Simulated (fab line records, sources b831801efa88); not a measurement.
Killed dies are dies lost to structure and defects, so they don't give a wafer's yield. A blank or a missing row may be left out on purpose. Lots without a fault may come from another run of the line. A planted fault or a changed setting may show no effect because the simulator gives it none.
fab line records | flow sky130
record lots=6 wafers=18 last_day=50
route steps=708 shown SD_N@344 SD_P@359 RES_XHIGH@360 PAD_OPEN@708
lots that met no fault: from a run of the same line without faults
start_h: hours from the record's first day to the start of the lot's first wafer shown | wait_h: hours since the lot's step before | " the same as in the row above | L1.1+2: a row that stands for several wafers | - no value, or no start given | * or withheld: withheld | < > ~ a bound
route shown NAME@n: a module of which the file shows steps, and the number in the route of the first | usual: mean/standard deviation of fault-free wafers | same: alike in all rows | chamber/n: place in a boat | sites: the reading at each site | _std_site: their standard deviation | _edge_site: outer sites' mean less inner sites' | radius_mm: how far each site lies from the wafer's centre | mask NAME#n: copy n | behind: the tool/chamber that last shaped the wafer | hold: why the lot was held/for how many hours/how that ended | device: the transistor (n, p or np) that didn't switch | end of line: the same wafers' tests at the end of the route | a step without rows: its recipe alone | killed: dies lost to structure and defects at the first sort, not the wafer's yield | map: a wafer's dies, x killed, . not, _ none there
set.NAME: the setting as run; set.NAME@STEP: as run at that earlier step | model.NAME: the simulator's own value behind a step, which no gauge read
lots at some steps of the route; a table a step, a row a wafer
services: from which hour (start_h, from the record's first day; less than 0 if before it) a tool's chamber was out of use, for how many hours, and why
## steps
# step SKY_SD_N_COAT_02
# recipe resist=NOVOLAK spin_rpm=3000 resist_thk_nm=1140
# step SKY_SD_N_SOFTBAKE_03
# recipe temp_c=90 time_s=60 resist=NOVOLAK
# step SKY_SD_N_EXPOSE_04
# recipe mask_id=NSDM na=0.6 source_shape=conventional sigma_outer=0.6 polarization=unpolarized target_cd_nm=380 dose_mj=141
# step SKY_SD_N_PEB_05
# recipe temp_c=withheld time_s=* resist=NOVOLAK
# step SKY_SD_N_DEVELOP_06
# recipe resist=NOVOLAK developer=TMAH develop_time_s=60 dev_temp_c=23
# step SKY_SD_N_CD_MEAS_07
# recipe target_cd_nm=380
# usual cd_nm=380.4/2.2
# columns lot.wafer tool chamber start_h wait_h cd_nm
L406.1 cd_sem-02 - 688.85 0.1 382.4
L406.3 " - " " 380.3
L406.6 " - " " 381.8
L407.3 cd_sem-01 - 691.20 0.1 382.2
L407.4 " - " " 380.1
L407.6 " - " " 379.2
L421.3 cd_sem-01 - 792.25 0.1 381.5
L421.4 " - " " 380.2
L421.6 " - " " 379.5
L420.3 cd_sem-02 - 796.40 0.1 380.5
L420.4 " - " " 382.6
L420.6 " - " " 383.4
L424.1 cd_sem-01 - 810.11 0.1 383.7
L424.3 " - " " 384.5
L424.5 " - " " 384.7
L426.2 cd_sem-01 - 817.43 0.1 378.6
L426.4 " - " " 377.6
L426.5 " - " " 376.9
# step SKY_SD_N_OVL_MEAS_08
# usual SD_N_OVL=-0.6/1.4
# columns lot.wafer tool chamber start_h wait_h SD_N_OVL[nm]
L406.1 overlay-02 - 688.97 0.1 -0.7
L406.3 " - " " -0.5
L406.6 " - " " -1.8
L407.3 overlay-01 - 691.29 0.1 0.8
L407.4 " - " " -0.6
L407.6 " - " " 3.8
L421.3 overlay-01 - 792.34 0.1 1.1
L421.4 " - " " -0.3
L421.6 " - " " -1.1
L420.3 overlay-02 - 796.49 0.1 -0.1
L420.4 " - " " -1.5
L420.6 " - " " -1.5
L424.1 overlay-01 - 810.23 0.1 -0.8
L424.3 " - " " -0.1
L424.5 " - " " -2.5
L426.2 overlay-02 - 817.54 0.1 -2.2
L426.4 " - " " -0.5
L426.5 " - " " -2.0
# step SKY_SD_N_IMPLANT_09
# recipe species=As energy_kev=50 dose_cm2=4e+15 tilt_deg=0
# step SKY_SD_N_IMPLANT_10
# recipe species=P energy_kev=20 dose_cm2=1e+14 tilt_deg=0
# step SKY_SD_N_STRIP_11
# recipe chemistry=O2/N2 power_w=1400 pressure_mtorr=1500 platen_temp_c=withheld o2_flow_sccm=3000 n2_flow_sccm=300 overash_fraction=0.5
# usual drypump_motor_current_A=5.6/0.54 o2_flow_sccm=2999/8.9 oes_product_au=0.527/0.0043 strip_time_to_endpoint_s=22.55/0.038
# columns lot.wafer tool chamber start_h wait_h drypump_motor_current_A o2_flow_sccm oes_product_au rf_hours_counter_h strip_time_to_endpoint_s
L406.1 plasma_asher-04 0 689.30 0.1 6.2 3004 0.522 26 22.46
L406.3 " 0 " " 6.2 3006 0.522 - 22.48
L406.6 " 1 " " 4.8 2995 0.527 - 22.52
L407.3 plasma_asher-01 1 691.65 0.1 5.6 2978 0.531 - 22.57
L407.4 " 0 " " 6.1 3010 0.525 - 22.55
L407.6 " 0 " " 6.2 3004 0.525 - 22.54
L421.3 plasma_asher-03 1 792.70 0.1 5.4 3007 0.533 - 22.52
L421.4 " 0 " " 5.3 3000 0.535 - 22.51
L421.6 " 1 " " 5.4 3000 0.522 - 22.56
L420.3 plasma_asher-04 0 796.85 0.1 6.2 3005 0.528 - 22.52
L420.4 " 1 " " 4.8 3006 0.529 - 22.54
L420.6 " 1 " " 4.8 3004 0.528 - 22.50
L424.1 plasma_asher-01 1 810.56 0.1 5.6 3013 0.527 102 22.51
L424.3 " 1 " " 5.6 2997 0.533 - 22.51
L424.5 " 0 " " 6.1 3004 0.530 - 22.49
L426.2 plasma_asher-04 1 817.87 0.1 4.8 3011 0.522 37 22.48
L426.4 " 1 " " 4.8 3008 0.520 - 22.52
L426.5 " 1 " " 4.8 3007 0.524 - 22.53
# step SKY_SD_N_TW_MEAS_12
# usual SD_N_TW=3961/40
# columns lot.wafer tool chamber start_h wait_h SD_N_TW
L406.1 film_metro-03 - 689.40 0.1 4062
L406.3 " - " " 4072
L406.6 " - " " 4031
L407.3 film_metro-04 - 691.74 0.1 3973
L407.4 " - " " 3955
L407.6 " - " " 3955
L421.3 film_metro-04 - 792.78 0.1 3893
L421.4 " - " " 3896
L421.6 " - " " 3892
L420.3 film_metro-04 - 796.93 0.1 3914
L420.4 " - " " 3932
L420.6 " - " " 3923
L424.1 film_metro-04 - 810.66 0.1 3893
L424.3 " - " " 3916
L424.5 " - " " 3905
L426.2 film_metro-01 - 817.98 0.1 3971
L426.4 " - " " 3952
L426.5 " - " " 3934
# step SKY_SD_N_CLEAN_13
# recipe chemistry=SC1/SC2 mix=1:4:20 temp_c=70 time_s=150 dry=n2_spin
# step SKY_SD_N_RTA_14
# recipe temp_c=1075 time_s=2 idle_temp_c=650 ramp_up_c_per_s=150 ramp_down_c_per_s=90 ambient=N2
# usual anneal_temp_c_max=1079.4/1 lamp_power_pct=15.74/0.056 wafer_temp_C_max=1077.8/1.2
# same time_s=2
# columns lot.wafer tool chamber start_h wait_h anneal_temp_c_max lamp_power_pct wafer_temp_C_max
L406.1 rtp_anneal-01 0 689.51 0.0 1078.0 15.70 1078.3
L406.3 " 0 " " 1079.1 15.77 1078.0
L406.6 " 0 " " 1079.8 15.70 1079.0
L407.3 rtp_anneal-02 0 691.85 0.0 1079.4 15.83 1079.0
L407.4 " 0 " " 1082.5 15.73 1079.7
L407.6 " 0 " " 1079.5 15.73 1077.9
L421.3 rtp_anneal-02 0 792.89 0.0 1078.4 14.79 1076.1
L421.4 " 0 " " 1080.7 14.74 1079.0
L421.6 " 0 " " 1079.9 14.73 1077.2
L420.3 rtp_anneal-02 0 797.04 0.0 1081.2 14.80 1079.8
L420.4 " 0 " " 1080.5 14.83 1076.5
L420.6 " 0 " " 1082.2 14.75 1079.2
L424.1 rtp_anneal-01 0 810.77 0.0 1078.6 15.76 1076.5
L424.3 " 0 " " 1080.0 15.78 1076.8
L424.5 " 0 " " 1077.8 15.72 1076.7
L426.2 rtp_anneal-01 0 818.09 0.0 1080.6 15.70 1076.8
L426.4 " 0 " " 1078.3 15.64 1075.9
L426.5 " 0 " " 1079.8 15.77 1076.2
# step SKY_SD_N_RS_MEAS_16
# recipe thk_meas_gauge=four-point-probe
# usual SD_N_RS=68.60/0.11
# columns lot.wafer tool chamber start_h wait_h SD_N_RS[ohm/sq]
L406.1 film_metro-01 - 689.69 0.1 68.56
L406.3 " - " " 68.63
L406.6 " - " " 68.58
L407.3 film_metro-03 - 692.04 0.1 68.46
L407.4 " - " " 68.67
L407.6 " - " " 68.65
L421.3 film_metro-04 - 793.09 0.1 72.98
L421.4 " - " " 72.96
L421.6 " - " " 72.99
L420.3 film_metro-01 - 797.24 0.1 73.09
L420.4 " - " " 73.00
L420.6 " - " " 72.91
L424.1 film_metro-03 - 810.95 0.1 68.76
L424.3 " - " " 68.80
L424.5 " - " " 68.80
L426.2 film_metro-04 - 818.27 0.1 68.72
L426.4 " - " " 68.62
L426.5 " - " " 68.81
# step SKY_SD_N_RS_MEAS_17
# recipe thk_meas_gauge=four-point-probe
# usual SD_P_RS=147.1/0.4
# columns lot.wafer tool chamber start_h wait_h SD_P_RS[ohm/sq]
L406.1 film_metro-01 - 689.81 0.1 147.1
L406.3 " - " " 146.7
L406.6 " - " " 146.5
L407.3 film_metro-03 - 692.16 0.1 146.9
L407.4 " - " " 147.1
L407.6 " - " " 147.1
L421.3 film_metro-04 - 793.21 0.1 173.1
L421.4 " - " " 173.0
L421.6 " - " " 173.7
L420.3 film_metro-01 - 797.36 0.1 172.9
L420.4 " - " " 173.0
L420.6 " - " " 173.0
L424.1 film_metro-03 - 811.07 0.1 147.8
L424.3 " - " " 148.0
L424.5 " - " " 147.5
L426.2 film_metro-04 - 818.39 0.1 147.3
L426.4 " - " " 147.1
L426.5 " - " " 146.8
# step SKY_SD_N_RS_MEAS_18
# recipe thk_meas_gauge=four-point-probe
# usual RES_XHIGH_RS=333.5/0.95
# columns lot.wafer tool chamber start_h wait_h RES_XHIGH_RS[ohm/sq]
L406.1 film_metro-01 - 689.93 0.1 334.4
L406.3 " - " " 333.7
L406.6 " - " " 332.6
L407.3 film_metro-03 - 692.28 0.1 332.3
L407.4 " - " " 332.5
L407.6 " - " " 333.3
L421.3 film_metro-04 - 793.33 0.1 334.2
L421.4 " - " " 334.1
L421.6 " - " " 333.3
L420.3 film_metro-01 - 797.48 0.1 334.3
L420.4 " - " " 334.4
L420.6 " - " " 333.1
L424.1 film_metro-03 - 811.19 0.1 333.1
L424.3 " - " " 333.4
L424.5 " - " " 333.3
L426.2 film_metro-04 - 818.51 0.1 334.2
L426.4 " - " " 334.1
L426.5 " - " " 334.5
# step SKY_PAD_OPEN_PROBE_99
# usual killed_at_M0_to_M3=43/7.1 killed_at_M4_up=3.0/1.6 killed_at_contacts=24/5.3 killed_at_front_end=16/4.1 killed_at_other=0.5/0.82 killed_dies=86/9.4 killed_open=46/6.9 killed_short=39/6.5
# same gross_dies=492 killed_at_back_side=0
# columns lot.wafer tool chamber start_h wait_h killed_at_M0_to_M3 killed_at_M4_up killed_at_contacts killed_at_front_end killed_at_other killed_dies killed_open killed_short model.etest.res_xhigh_po.line_ohm_um model.etest.res_xhigh_po.rs_ohm_sq model.etest.pfet_01v8.r_on_ohm_um model.etest.tip_p.rs_ohm_sq model.etest.res_pdiff.line_ohm_um model.etest.res_high_po.line_ohm_um model.etest.licon_high_po.rc_ohm model.etest.pfet_g5v0d10v5.r_on_ohm_um
L406.1 prober-01 - 1106.52 0.1 45 3 23 16 0 87 44 43 5618 1969 2902 6968 1337 740.1 345.7 4656
L406.3 prober-01 - 1106.62 0.2 32 3 20 18 0 73 37 36 5516 1954 2899 6941 1332 734.8 338.3 4652
L406.6 prober-01 - 1106.77 0.2 41 4 20 16 1 82 41 41 5544 1948 2903 6997 1355 736.4 353.7 4712
L407.3 prober-02 - 1108.53 0.2 49 4 21 14 5 93 47 42 5808 2062 2997 6918 1365 735.6 352.2 4651
L407.4 prober-02 - 1108.58 0.2 38 4 24 16 2 84 40 42 5758 2024 2924 6957 1339 742.3 361.1 4562
L407.6 prober-02 - 1108.68 0.2 33 3 26 19 2 83 52 29 5821 2074 2877 6884 1361 747.8 344.8 4608
L421.3 prober-02 - 1178.27 0.2 50 0 18 12 0 80 48 32 7525 2620 3155 7035 1638 950.9 540.8 4734
L421.4 prober-02 - 1178.32 0.2 49 2 23 10 0 84 46 38 7420 2598 3198 7053 1613 945.8 511.8 4738
L421.6 prober-02 - 1178.42 0.2 45 2 23 11 1 82 47 35 7340 2600 3233 7034 1600 935.6 544.4 4776
L420.3 prober-02 - 1181.62 0.2 31 1 25 22 0 79 42 37 7108 2515 3182 7252 1576 921.4 518.4 4648
L420.4 prober-02 - 1181.67 0.2 35 4 31 11 1 82 47 35 7355 2547 3187 7246 1632 913 523.2 4615
L420.6 prober-02 - 1181.77 0.2 48 3 22 19 1 93 45 48 7012 2475 3204 7230 1610 919.2 504.3 4585
L424.1 prober-02 - 1189.92 0.1 42 1 25 20 1 89 44 45 6223 2154 2846 6717 1404 769 365.8 4604
L424.3 prober-02 - 1190.02 0.2 41 3 29 20 1 94 53 41 6227 2144 2861 6783 1420 781.8 371.7 4600
L424.5 prober-02 - 1190.12 0.2 40 2 20 22 0 84 36 48 6131 2144 2837 6717 1400 773.3 360.6 4568
L426.2 prober-01 - 1196.19 0.1 45 3 16 20 0 84 43 40 5465 1929 2814 6693 1346 739.5 357.8 4497
L426.4 prober-01 - 1196.29 0.2 48 5 22 13 1 89 41 47 5979 2078 2870 6722 1367 764.8 354.1 4571
L426.5 prober-01 - 1196.34 0.2 44 7 27 10 1 89 55 33 5449 1897 2819 6734 1341 734 353.6 4504
# killed by level:class
L406.1 VIA3:geometric_particle:open=9 LI_CONTACT:geometric_particle:open=7 FIELD_ISO:geometric_particle:open=6 LOCAL_INTERCONNECT:geometric_particle:short=6 VIA1:geometric_particle:open=6 METAL2:geometric_particle:short=6 FIELD_ISO:geometric_particle:short=5 VIA1:geometric_particle:short=5
L406.3 CONTACT:geometric_particle:open=8 FIELD_ISO:geometric_particle:open=6 LI_CONTACT:geometric_particle:open=6 FIELD_ISO:geometric_particle:short=5 METAL2:geometric_particle:short=5 VIA1:geometric_particle:open=4 VIA3:geometric_particle:open=4 POLY_GATE:geometric_particle:short=3
L406.6 POLY_GATE:geometric_particle:open=7 CONTACT:geometric_particle:open=7 VIA1:geometric_particle:open=7 VIA2:geometric_particle:open=6 LOCAL_INTERCONNECT:geometric_particle:short=5 VIA3:geometric_particle:short=5 METAL2:geometric_particle:short=4 CONTACT:geometric_particle:short=4
L407.3 VIA1:geometric_particle:open=10 VIA2:geometric_particle:open=9 CONTACT:geometric_particle:open=7 LI_CONTACT:geometric_particle:open=6 METAL1:geometric_particle:short=6 VIA3:geometric_particle:open=5 VIA3:geometric_particle:short=5 POLY_GATE:geometric_particle:short=4
L407.4 CONTACT:geometric_particle:open=10 VIA1:geometric_particle:open=9 VIA3:geometric_particle:open=7 LOCAL_INTERCONNECT:geometric_particle:short=5 VIA1:geometric_particle:short=5 VIA2:geometric_particle:short=5 LI_CONTACT:geometric_particle:open=4 FIELD_ISO:geometric_particle:short=3
L407.6 CONTACT:geometric_particle:open=10 LI_CONTACT:geometric_particle:open=9 VIA1:geometric_particle:open=7 VIA2:geometric_particle:open=6 METAL2:geometric_particle:short=4 VIA3:geometric_particle:open=4 FIELD_ISO:geometric_particle:open=3 POLY_GATE:geometric_particle:open=3
L421.3 VIA1:geometric_particle:open=17 VIA3:geometric_particle:open=9 CONTACT:geometric_particle:open=7 METAL2:geometric_particle:short=6 VIA2:geometric_particle:open=6 METAL1:geometric_particle:short=5 LI_CONTACT:geometric_particle:open=4 LOCAL_INTERCONNECT:geometric_particle:short=4
L421.4 VIA1:geometric_particle:open=11 CONTACT:geometric_particle:open=9 VIA2:geometric_particle:open=8 METAL1:geometric_particle:short=6 METAL2:geometric_particle:short=6 CONTACT:geometric_particle:short=4 METAL3:geometric_particle:short=4 VIA3:geometric_particle:open=4
L421.6 VIA1:geometric_particle:open=11 CONTACT:geometric_particle:open=10 VIA2:geometric_particle:short=6 POLY_GATE:geometric_particle:short=5 LI_CONTACT:geometric_particle:open=5 CONTACT:geometric_particle:short=5 VIA2:geometric_particle:open=5 VIA1:geometric_particle:short=4
L420.3 FIELD_ISO:geometric_particle:open=7 POLY_GATE:geometric_particle:short=6 LI_CONTACT:geometric_particle:open=6 METAL1:geometric_particle:short=6 VIA3:geometric_particle:open=6 POLY_GATE:geometric_particle:open=5 CONTACT:geometric_particle:short=5 CONTACT:geometric_particle:open=5
L420.4 LI_CONTACT:geometric_particle:open=11 CONTACT:geometric_particle:open=9 VIA3:geometric_particle:open=9 LOCAL_INTERCONNECT:geometric_particle:short=5 METAL2:geometric_particle:short=5 METAL1:geometric_particle:short=4 VIA1:geometric_particle:open=4 VIA3:geometric_particle:short=4
L420.6 VIA1:geometric_particle:open=11 POLY_GATE:geometric_particle:short=7 METAL1:geometric_particle:short=7 CONTACT:geometric_particle:open=6 LI_CONTACT:geometric_particle:open=6 VIA2:geometric_particle:short=6 VIA3:geometric_particle:open=6 VIA1:geometric_particle:short=5
L424.1 VIA1:geometric_particle:open=12 CONTACT:geometric_particle:open=9 POLY_GATE:geometric_particle:short=8 CONTACT:geometric_particle:short=7 VIA2:geometric_particle:open=7 FIELD_ISO:geometric_particle:short=5 LOCAL_INTERCONNECT:geometric_particle:short=4 METAL1:geometric_particle:short=4
L424.3 CONTACT:geometric_particle:open=11 VIA1:geometric_particle:open=9 METAL2:geometric_particle:short=7 FIELD_ISO:geometric_particle:open=6 POLY_GATE:geometric_particle:open=6 CONTACT:geometric_particle:short=6 VIA3:geometric_particle:open=6 LI_CONTACT:geometric_particle:open=5
L424.5 POLY_GATE:geometric_particle:short=10 CONTACT:geometric_particle:open=7 VIA2:geometric_particle:open=6 METAL2:geometric_particle:short=6 VIA1:geometric_particle:open=6 CONTACT:geometric_particle:short=5 VIA2:geometric_particle:short=5 FIELD_ISO:geometric_particle:short=4
L426.2 FIELD_ISO:geometric_particle:open=9 VIA1:geometric_particle:open=9 CONTACT:geometric_particle:open=7 METAL2:geometric_particle:short=7 FIELD_ISO:geometric_particle:short=6 VIA3:geometric_particle:short=6 VIA3:geometric_particle:open=5 CONTACT:geometric_particle:short=4
L426.4 VIA1:geometric_particle:short=11 LI_CONTACT:geometric_particle:open=9 VIA1:geometric_particle:open=7 METAL2:geometric_particle:short=7 VIA2:geometric_particle:open=7 VIA3:geometric_particle:open=7 CONTACT:geometric_particle:open=5 FIELD_ISO:geometric_particle:open=4
L426.5 VIA1:geometric_particle:open=14 LI_CONTACT:geometric_particle:open=10 CONTACT:geometric_particle:open=10 METAL1:geometric_particle:short=7 METAL4:geometric_particle:short=7 VIA2:geometric_particle:open=6 METAL2:geometric_particle:short=5 FIELD_ISO:geometric_particle:open=3
## services
# columns tool chamber start_h hours kind
plasma_asher-04 - 803.11 13.9 repair
## key
first_sign step=SKY_SD_N_RTA_14 reading=lamp_power_pct direction=down sigmas=17 usual=15.74 struck=14.77
effect step=SKY_SD_N_RS_MEAS_16 reading=SD_N_RS direction=up sigmas=41 usual=68.60 struck=72.99
effect step=SKY_SD_N_RS_MEAS_17 reading=SD_P_RS direction=up sigmas=64 usual=147.1 struck=173.1
model_effect step=SKY_PAD_OPEN_PROBE_99 value=etest.res_xhigh_po.line_ohm_um without=5490 struck=7293
met_at SKY_SD_N_RTA_14
struck_wafers L420.3,L420.4,L420.6,L421.3,L421.4,L421.6
tester_left_out L420,L421
onset_between 691.85 792.89
fault kind=process_parameter_drift tool=rtp_anneal-02 chamber=- onset_h=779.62 steps=SKY_SD_N_RTA_14 channel=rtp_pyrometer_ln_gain offset=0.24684 shape=step end_h=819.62
# tester_left_out: of these lots the tester's yield and bins aren't shown, on N5 and GAA mostly nor the transistor test; their killed dies are dies lost to structure and defects alone, not to doping, threshold or leakage, so they don't give the yield
